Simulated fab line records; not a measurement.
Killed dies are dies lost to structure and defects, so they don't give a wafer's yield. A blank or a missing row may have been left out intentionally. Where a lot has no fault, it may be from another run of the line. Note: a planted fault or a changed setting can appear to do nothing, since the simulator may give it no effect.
fab line records	flow sky130
record lots=13	wafers=39	last-day=50
route steps=708 shown POLY_GATE@235 LDD_LDN@299 POLY_CUT@315 PAD_OPEN@708
lots that met no fault: from a run of the same line without faults
start-h: hours from the record's opening day to when the first of the lot's shown wafers began	wait-h: how many hours have passed since the lot's step before this one	" identical to the entry in the row above	L1.1+2: several wafers, shown together as one row	- no value present, or no start provided	* or withheld: withheld	< > ~ a bound
route shown NAME@n: names a module that has steps shown in the file, with the first one's number in the route	usual: mean/standard deviation taken from wafers without a fault	same: alike in all rows	chamber/n: place in a boat	sites: each site's reading	_std_site: the values' standard deviation	_edge_site: inner sites' mean taken away from outer sites' mean	radius-mm: for every site, how far away it sits from the centre of the wafer	mask NAME#n: copy n	behind: the most recent tool/chamber to have shaped the wafer	hold: cause of the lot's hold/its duration in hours/its outcome	device: transistor that didn't switch, given as n, p or np	end of line: tests run on the same wafers once the route is complete	a step given without rows: its recipe and nothing more	killed: not the wafer's yield, but the dies lost to structure and defects at the first sort	map: shows each die of a wafer: x if killed, . if not, _ if none is there
set.NAME: the run value of the setting; set.NAME@STEP: its run value at that earlier step	model.NAME: the simulator's own value behind a step, which no gauge read
a sample of lots followed through the steps of the route, with each step as a table and each wafer as a row
services: from which hour (start-h, from the record's first day; less than 0 if before it) a tool's chamber was out of use, for how many hours, and why
## steps
# step SKY_POLY_GATE_THK_MEAS_21
# recipe reads=SiO2_of_POLY_GATE_OXIDATION_20
# usual POLY_GATE_OXIDATION_THK=4.00/0.08
lot.wafer	tool	chamber	start-h	wait-h	POLY_GATE_OXIDATION_THK[nm]
L520.2	film-metro-03	-	378.79	0.0	4.08
L520.3	"	-	"	"	4.00
L520.6	"	-	"	"	3.95
L521.1	film-metro-03	-	387.88	0.0	3.99
L521.2	"	-	"	"	4.09
L521.5	"	-	"	"	3.96
L523.1	film-metro-03	-	412.37	0.0	3.98
L523.4	"	-	"	"	4.03
L523.5	"	-	"	"	4.04
L524.2	film-metro-04	-	415.31	0.0	3.89
L524.5	"	-	"	"	3.92
L524.6	"	-	"	"	3.92
L525.3	film-metro-04	-	425.14	0.0	3.97
L525.4	"	-	"	"	3.90
L525.6	"	-	"	"	3.99
L530.3	film-metro-03	-	473.10	0.0	4.12
L530.5	"	-	"	"	4.11
L530.6	"	-	"	"	4.02
L531.2	film-metro-03	-	479.02	0.0	3.86
L531.4	"	-	"	"	3.88
L531.5	"	-	"	"	3.78
L534.1	film-metro-04	-	504.42	0.0	3.95
L534.2	"	-	"	"	3.99
L534.5	"	-	"	"	4.04
L535.1	film-metro-04	-	509.20	0.0	4.00
L535.4	"	-	"	"	4.01
L535.6	"	-	"	"	3.98
L537.2	film-metro-04	-	523.08	0.0	3.98
L537.5	"	-	"	"	3.97
L537.6	"	-	"	"	3.88
L539.2	film-metro-03	-	546.07	0.0	4.05
L539.4	"	-	"	"	4.01
L539.6	"	-	"	"	4.03
L541.1	film-metro-03	-	566.52	0.0	4.02
L541.4	"	-	"	"	4.02
L541.5	"	-	"	"	4.03
L543.1	film-metro-03	-	576.87	0.0	4.05
L543.4	"	-	"	"	4.02
L543.5	"	-	"	"	3.99
# step SKY_LDD_LDN_IMPLANT_10
# recipe species=As	energy-kev=15	dose-cm2=1.25e+13	tilt-deg=withheld	rotation-deg=203
lot.wafer	tool	chamber	start-h	wait-h
L520.2+3+6	implanter-03	0	530.53	0.1
L521.1+2+5	implanter-01	0	540.76	0.1
L523.1+4+5	implanter-04	0	565.26	0.1
L524.2+5+6	implanter-04	0	570.42	0.1
L525.3+4+6	implanter-01	0	577.51	0.1
L530.3+5+6	implanter-03	0	622.91	0.1
L530.3+5+6	implanter-03	0	623.22	0.3
L531.2+4+5	implanter-01	0	629.43	0.1
L531.2+4+5	implanter-01	0	629.75	0.3
L534.1+2+5	implanter-03	0	652.71	0.1
L535.1+4+6	implanter-04	0	657.16	0.1
L537.2+5+6	implanter-04	0	671.63	0.1
L539.2+4+6	implanter-03	0	692.08	0.1
L541.1+4+5	implanter-03	0	713.05	0.1
L543.1+4+5	implanter-03	0	721.41	0.1
# step SKY_LDD_LDN_TW_MEAS_13
# usual LDD_LDN_TW=1481/5.8
lot.wafer	tool	chamber	start-h	wait-h	LDD_LDN_TW
L520.2	film-metro-04	-	530.92	0.1	1479
L520.3	"	-	"	"	1482
L520.6	"	-	"	"	1479
L521.1	film-metro-01	-	541.16	0.1	1483
L521.2	"	-	"	"	1487
L521.5	"	-	"	"	1481
L523.1	film-metro-01	-	565.66	0.1	1481
L523.4	"	-	"	"	1492
L523.5	"	-	"	"	1488
L524.2	film-metro-01	-	570.81	0.1	1480
L524.5	"	-	"	"	1484
L524.6	"	-	"	"	1481
L525.3	film-metro-04	-	577.88	0.1	1482
L525.4	"	-	"	"	1479
L525.6	"	-	"	"	1486
L530.3	film-metro-02	-	623.59	0.1	1586
L530.5	"	-	"	"	1585
L530.6	"	-	"	"	1580
L531.2	film-metro-01	-	630.13	0.1	1582
L531.4	"	-	"	"	1577
L531.5	"	-	"	"	1574
L534.1	film-metro-02	-	653.78	0.1	1487
L534.2	"	-	"	"	1490
L534.5	"	-	"	"	1488
L535.1	film-metro-02	-	657.56	0.1	1489
L535.4	"	-	"	"	1478
L535.6	"	-	"	"	1477
L537.2	film-metro-01	-	672.01	0.1	1477
L537.5	"	-	"	"	1480
L537.6	"	-	"	"	1480
L539.2	film-metro-02	-	692.47	0.1	1499
L539.4	"	-	"	"	1481
L539.6	"	-	"	"	1487
L541.1	film-metro-01	-	713.45	0.1	1476
L541.4	"	-	"	"	1478
L541.5	"	-	"	"	1476
L543.1	film-metro-02	-	721.81	0.1	1477
L543.4	"	-	"	"	1479
L543.5	"	-	"	"	1479
# step SKY_POLY_CUT_CD_MEAS_08
# recipe target-cd-nm=270
# usual cd-nm=270.0/1.5
lot.wafer	tool	chamber	start-h	wait-h	cd-nm
L520.2	cd-sem-01	-	562.20	-	270.0
L520.3	"	-	"	"	268.2
L520.6	"	-	"	"	271.1
L521.1	cd-sem-01	-	573.39	-	269.9
L521.2	"	-	"	"	270.1
L521.5	"	-	"	"	270.2
L523.1	cd-sem-02	-	596.78	-	268.3
L523.4	"	-	"	"	269.1
L523.5	"	-	"	"	267.0
L524.2	cd-sem-01	-	601.98	-	270.3
L524.5	"	-	"	"	270.8
L524.6	"	-	"	"	270.8
L525.3	cd-sem-02	-	609.25	-	270.3
L525.4	"	-	"	"	269.0
L525.6	"	-	"	"	270.5
L530.3	cd-sem-02	-	653.37	-	267.8
L530.5	"	-	"	"	267.5
L530.6	"	-	"	"	268.5
L531.2	cd-sem-01	-	660.73	-	272.0
L531.4	"	-	"	"	272.0
L531.5	"	-	"	"	272.2
L534.1	cd-sem-02	-	684.54	-	272.7
L534.2	"	-	"	"	270.3
L534.5	"	-	"	"	270.3
L535.1	cd-sem-02	-	687.56	-	270.6
L535.4	"	-	"	"	270.4
L535.6	"	-	"	"	269.9
L537.2	cd-sem-01	-	702.65	-	270.7
L537.5	"	-	"	"	271.0
L537.6	"	-	"	"	270.2
L539.2	cd-sem-02	-	723.71	-	273.1
L539.4	"	-	"	"	272.0
L539.6	"	-	"	"	271.0
L541.1	cd-sem-01	-	742.49	-	270.7
L541.4	"	-	"	"	270.8
L541.5	"	-	"	"	272.0
L543.1	cd-sem-02	-	753.58	-	267.9
L543.4	"	-	"	"	268.9
L543.5	"	-	"	"	270.3
# step SKY_POLY_CUT_ETCH_10
# recipe chemistry=N2/H2	target=BARC	ion-energy-ev=200	source-w=500	bias-w=100	pressure-mtorr=30	n2-flow-sccm=100	h2-flow-sccm=200	stop-on=SiO2	time-s=45.9	target-depth-a=600
# usual drypump-motor-current-A=5.6/0.57	oes-product-au=0.855/0.0046	throttle-valve-pct=13.225/0.0088
lot.wafer	tool	chamber	start-h	wait-h	drypump-motor-current-A	oes-product-au	rf-hours-counter-h	throttle-valve-pct
L520.2	rie-diel-02	3	562.33	0.0	4.8	0.853	67	13.212
L520.3	"	0	"	"	5.1	0.863	72	13.230
L520.6	"	0	"	"	5.1	0.855	-	13.220
L521.1	rie-diel-01	1	573.55	0.0	5.2	0.863	2	13.213
L521.2	"	3	"	"	6.7	0.851	8	13.218
L521.5	"	3	"	"	6.6	0.859	-	13.233
L523.1	rie-diel-02	0	596.93	0.0	5.1	0.856	73	13.234
L523.4	"	2	"	"	5.4	0.859	1	13.224
L523.5	"	3	"	"	4.8	0.857	-	13.233
L524.2	rie-diel-02	0	602.12	0.0	5.1	0.852	73	13.229
L524.5	"	3	"	"	4.9	0.847	-	13.230
L524.6	"	0	"	"	5.1	0.859	-	13.221
L525.3	rie-diel-01	3	609.37	0.0	6.7	0.860	8	13.207
L525.4	"	0	"	"	5.8	0.855	58	13.227
L525.6	"	2	"	"	5.3	0.863	-	13.221
L530.3	rie-diel-01	0	653.48	0.0	5.8	0.855	59	13.223
L530.5	"	2	"	"	5.3	0.852	-	13.214
L530.6	"	3	"	"	6.6	0.855	-	13.222
L531.2	rie-diel-03	2	660.87	0.0	5.7	0.856	13	13.232
L531.4	"	1	"	"	5.7	0.858	1	13.227
L531.5	"	2	"	"	5.7	0.847	-	13.236
L534.1	rie-diel-03	3	684.70	0.0	6.0	0.862	2	13.233
L534.2	"	1	"	"	5.7	0.849	2	13.219
L534.5	"	2	"	"	5.7	0.857	-	13.219
L535.1	rie-diel-03	1	687.72	0.0	5.6	0.855	2	13.226
L535.4	"	3	"	"	6.0	0.854	2	13.214
L535.6	"	2	"	"	5.7	0.850	-	13.220
L537.2	rie-diel-01	3	702.78	0.0	6.6	0.856	11	13.220
L537.5	"	0	"	"	5.8	0.854	-	13.209
L537.6	"	1	"	"	5.2	0.859	-	13.228
L539.2	rie-diel-02	3	723.85	0.0	4.8	0.850	2	13.224
L539.4	"	1	"	"	6.5	0.851	14	13.233
L539.6	"	0	"	"	5.1	0.849	-	13.221
L541.1	rie-diel-02	0	742.65	0.0	5.1	0.862	3	13.235
L541.4	"	2	"	"	5.4	0.849	4	13.240
L541.5	"	3	"	"	4.9	0.856	-	13.233
L543.1	rie-diel-02	0	753.73	0.0	5.1	0.847	3	13.230
L543.4	"	2	"	"	5.4	0.860	4	13.239
L543.5	"	1	"	"	6.5	0.857	-	13.241
# step SKY_PAD_OPEN_PROBE_99
# usual killed_at_M0_to_M3=43/6.5	killed_at_M4_up=3.2/1.9	killed-at-contacts=25/5.5	killed-at-front-end=14/4.2	killed-at-other=0.2/0.44	killed-dies=85/8.5	killed-open=47/7	killed-short=39/6.3
# same gross-dies=492	killed-at-back-side=0
lot.wafer	tool	chamber	start-h	wait-h	killed_at_M0_to_M3	killed_at_M4_up	killed-at-contacts	killed-at-front-end	killed-at-other	killed-dies	killed-open	killed-short
L523.1	prober-01	-	1108.65	0.1	33	3	35	14	0	85	44	41
L523.4	prober-01	-	1108.80	0.2	43	3	31	15	0	92	56	36
L523.5	prober-01	-	1108.85	0.2	38	3	28	10	0	79	43	36
L524.2	prober-02	-	1109.39	0.1	34	5	19	14	0	72	36	36
L524.5	prober-02	-	1109.54	0.2	50	3	16	14	0	83	42	41
L524.6	prober-02	-	1109.59	0.2	40	3	23	16	0	82	38	44
L530.3	prober-02	-	1147.81	0.2	48	4	25	12	0	89	44	45
L530.5	prober-02	-	1147.91	0.2	42	7	22	14	1	86	44	42
L530.6	prober-02	-	1147.96	0.2	53	1	17	7	0	78	44	34
L534.1	prober-02	-	1166.27	0.1	46	4	23	14	0	87	48	39
L534.2	prober-02	-	1166.32	0.1	45	2	16	20	0	83	36	47
L534.5	prober-02	-	1166.47	0.2	39	5	27	18	0	89	46	43
L535.1	prober-01	-	1171.45	0.1	41	2	23	17	0	83	37	46
L535.4	prober-01	-	1171.60	0.2	33	4	16	12	1	66	34	32
L535.6	prober-01	-	1171.70	0.2	56	2	11	16	0	85	45	40
L541.1	prober-01	-	1201.69	0.1	42	1	25	14	1	83	38	45
L541.4	prober-01	-	1201.84	0.2	42	3	32	7	0	84	48	36
L541.5	prober-01	-	1201.89	0.2	34	1	24	5	0	64	35	29
L543.1	prober-01	-	1206.24	0.1	54	4	24	10	0	92	53	39
L543.4	prober-01	-	1206.39	0.2	31	2	17	14	0	64	33	31
L543.5	prober-01	-	1206.44	0.2	44	5	28	14	0	91	52	39
# killed by level:class
L523.1 LI_CONTACT:geometric-particle:open=14 CONTACT:geometric-particle:open=7 METAL1:geometric-particle:short=7 VIA2:geometric-particle:open=7 CONTACT:geometric-particle:short=6 METAL2:geometric-particle:short=5 VIA3:geometric-particle:open=5 LI_CONTACT:geometric-particle:short=4
L523.4 CONTACT:geometric-particle:open=13 LI_CONTACT:geometric-particle:open=10 VIA1:geometric-particle:open=10 VIA2:geometric-particle:open=7 VIA3:geometric-particle:open=7 VIA3:geometric-particle:short=5 FIELD_ISO:geometric-particle:short=4 FIELD_ISO:geometric-particle:open=3
L523.5 LI_CONTACT:geometric-particle:open=10 VIA2:geometric-particle:open=9 CONTACT:geometric-particle:open=7 VIA1:geometric-particle:open=7 METAL1:geometric-particle:short=6 LOCAL_INTERCONNECT:geometric-particle:short=6 METAL2:geometric-particle:short=4 FIELD_ISO:geometric-particle:short=3
L524.2 FIELD_ISO:geometric-particle:short=8 LI_CONTACT:geometric-particle:open=8 VIA1:geometric-particle:open=8 METAL1:geometric-particle:short=6 VIA2:geometric-particle:open=6 CONTACT:geometric-particle:open=5 METAL2:geometric-particle:short=5 METAL4:geometric-particle:short=4
L524.5 VIA1:geometric-particle:open=11 VIA2:geometric-particle:open=9 CONTACT:geometric-particle:open=7 METAL1:geometric-particle:short=5 VIA1:geometric-particle:short=5 VIA3:geometric-particle:open=5 POLY_GATE:geometric-particle:short=4 METAL2:geometric-particle:short=4
L524.6 VIA2:geometric-particle:open=9 LI_CONTACT:geometric-particle:open=8 METAL1:geometric-particle:short=8 POLY_GATE:geometric-particle:open=5 CONTACT:geometric-particle:short=5 CONTACT:geometric-particle:open=5 FIELD_ISO:geometric-particle:short=4 VIA1:geometric-particle:short=4
L530.3 CONTACT:geometric-particle:open=11 VIA1:geometric-particle:open=9 METAL2:geometric-particle:short=8 VIA2:geometric-particle:open=7 METAL3:geometric-particle:short=5 POLY_GATE:geometric-particle:short=4 LI_CONTACT:geometric-particle:open=4 LOCAL_INTERCONNECT:geometric-particle:short=4
L530.5 VIA2:geometric-particle:open=9 VIA1:geometric-particle:open=8 CONTACT:geometric-particle:open=7 METAL1:geometric-particle:short=7 VIA3:geometric-particle:open=7 METAL4:geometric-particle:short=6 CONTACT:geometric-particle:short=5 POLY_GATE:geometric-particle:short=4
L530.6 CONTACT:geometric-particle:open=11 VIA1:geometric-particle:open=10 VIA3:geometric-particle:open=9 METAL1:geometric-particle:short=8 VIA2:geometric-particle:open=8 METAL2:geometric-particle:short=5 VIA1:geometric-particle:short=5 FIELD_ISO:geometric-particle:short=3
L534.1 VIA1:geometric-particle:open=13 VIA2:geometric-particle:open=9 METAL1:geometric-particle:short=7 LI_CONTACT:geometric-particle:open=7 CONTACT:geometric-particle:open=6 FIELD_ISO:geometric-particle:open=5 CONTACT:geometric-particle:short=5 METAL2:geometric-particle:short=4
L534.2 POLY_GATE:geometric-particle:short=8 CONTACT:geometric-particle:open=7 METAL2:geometric-particle:short=7 VIA3:geometric-particle:short=7 VIA1:geometric-particle:open=6 VIA1:geometric-particle:short=5 LI_CONTACT:geometric-particle:open=5 METAL1:geometric-particle:short=5
L534.5 CONTACT:geometric-particle:open=15 VIA2:geometric-particle:open=8 VIA1:geometric-particle:short=8 FIELD_ISO:geometric-particle:open=6 LOCAL_INTERCONNECT:geometric-particle:short=6 VIA1:geometric-particle:open=5 METAL1:geometric-particle:short=4 METAL2:geometric-particle:short=4
L535.1 LOCAL_INTERCONNECT:geometric-particle:short=7 METAL1:geometric-particle:short=7 VIA1:geometric-particle:open=6 POLY_GATE:geometric-particle:short=6 CONTACT:geometric-particle:open=5 VIA3:geometric-particle:open=5 FIELD_ISO:geometric-particle:open=4 POLY_GATE:geometric-particle:open=4
L535.4 METAL2:geometric-particle:short=6 VIA1:geometric-particle:open=6 LOCAL_INTERCONNECT:geometric-particle:short=5 CONTACT:geometric-particle:open=5 METAL3:geometric-particle:short=5 FIELD_ISO:geometric-particle:open=4 FIELD_ISO:geometric-particle:short=3 POLY_GATE:geometric-particle:open=3
L535.6 VIA1:geometric-particle:open=15 METAL1:geometric-particle:short=9 VIA2:geometric-particle:open=8 VIA2:geometric-particle:short=6 FIELD_ISO:geometric-particle:short=5 VIA3:geometric-particle:open=5 CONTACT:geometric-particle:short=4 VIA3:geometric-particle:short=4
L541.1 CONTACT:geometric-particle:open=8 VIA1:geometric-particle:open=8 VIA3:geometric-particle:open=7 VIA1:geometric-particle:short=7 POLY_GATE:geometric-particle:short=6 CONTACT:geometric-particle:short=5 LI_CONTACT:geometric-particle:short=4 LI_CONTACT:geometric-particle:open=4
L541.4 VIA1:geometric-particle:open=10 CONTACT:geometric-particle:open=9 METAL1:geometric-particle:short=8 LI_CONTACT:geometric-particle:open=7 LOCAL_INTERCONNECT:geometric-particle:short=6 VIA2:geometric-particle:open=6 VIA3:geometric-particle:open=6 CONTACT:geometric-particle:short=5
L541.5 CONTACT:geometric-particle:open=9 METAL1:geometric-particle:short=7 METAL2:geometric-particle:short=7 CONTACT:geometric-particle:short=5 VIA1:geometric-particle:open=5 METAL2:geometric-particle:open=5 FIELD_ISO:geometric-particle:short=4 LI_CONTACT:geometric-particle:open=4
L543.1 VIA3:geometric-particle:open=11 CONTACT:geometric-particle:open=10 VIA1:geometric-particle:open=8 VIA2:geometric-particle:open=6 METAL1:geometric-particle:short=6 LI_CONTACT:geometric-particle:open=5 METAL1:geometric-particle:open=5 VIA2:geometric-particle:short=5
L543.4 VIA1:geometric-particle:open=9 LI_CONTACT:geometric-particle:open=6 LOCAL_INTERCONNECT:geometric-particle:short=5 POLY_GATE:geometric-particle:open=4 METAL2:geometric-particle:short=4 VIA3:geometric-particle:open=3 METAL1:geometric-particle:short=3 METAL3:geometric-particle:short=3
L543.5 VIA3:geometric-particle:open=12 CONTACT:geometric-particle:open=8 LI_CONTACT:geometric-particle:open=8 METAL2:geometric-particle:short=7 LOCAL_INTERCONNECT:geometric-particle:short=6 POLY_GATE:geometric-particle:open=4 METAL1:geometric-particle:open=4 CONTACT:geometric-particle:short=4
## services
tool	chamber	start-h	hours	kind
rie-diel-03	1	551.48	1.3	repair
rie-diel-02	2	552.80	-	clean
rie-diel-02	2	552.80	26.5	scheduled-down
rie-diel-02	2	552.80	26.5	vent-cycle
implanter-03	-	560.48	12.0	pm
implanter-04	-	577.35	17.1	pm
rie-diel-02	3	582.85	5.9	repair
rie-diel-01	3	583.31	13.7	repair
implanter-03	-	583.63	3.0	repair
implanter-03	-	588.26	1.7	repair
implanter-04	-	612.11	1.9	repair
rie-diel-02	0	613.23	-	clean
rie-diel-02	0	613.23	16.5	scheduled-down
rie-diel-02	0	613.23	16.5	vent-cycle
rie-diel-01	1	621.19	5.8	repair
rie-diel-02	3	629.71	-	clean
rie-diel-01	2	647.14	3.7	repair
rie-diel-03	2	654.24	5.6	repair
rie-diel-03	0	654.37	2.8	repair
implanter-01	-	674.19	3.0	repair
implanter-01	-	680.36	48.1	pm
rie-diel-02	2	687.55	23.4	repair
rie-diel-02	0	711.32	6.5	repair
implanter-04	-	747.27	1.1	repair
## key
first-sign step=SKY_LDD_LDN_IMPLANT_10	reading=visit	direction=added
effect step=SKY_LDD_LDN_TW_MEAS_13	reading=LDD_LDN_TW	direction=up	sigmas=17	usual=1481	struck=1581
met-at SKY_LDD_LDN_IMPLANT_10
struck-lots L530,L531
tester-left-out L530,L531
not-acting-at SKY_POLY_GATE_THK_MEAS_21,SKY_POLY_CUT_CD_MEAS_08,SKY_POLY_CUT_ETCH_10
fault kind=repeated-step-whole	tool=implanter-01,implanter-03,implanter-04	chamber=-	onset-h=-	steps=SKY_LDD_LDN_IMPLANT_10	times=1	scope=struck-lots-only
# tester-left-out: of these lots the tester's yield and bins aren't shown, on N5 and GAA mostly nor the transistor test; their killed dies are dies lost to structure and defects alone, not to doping, threshold or leakage, so they don't give the yield
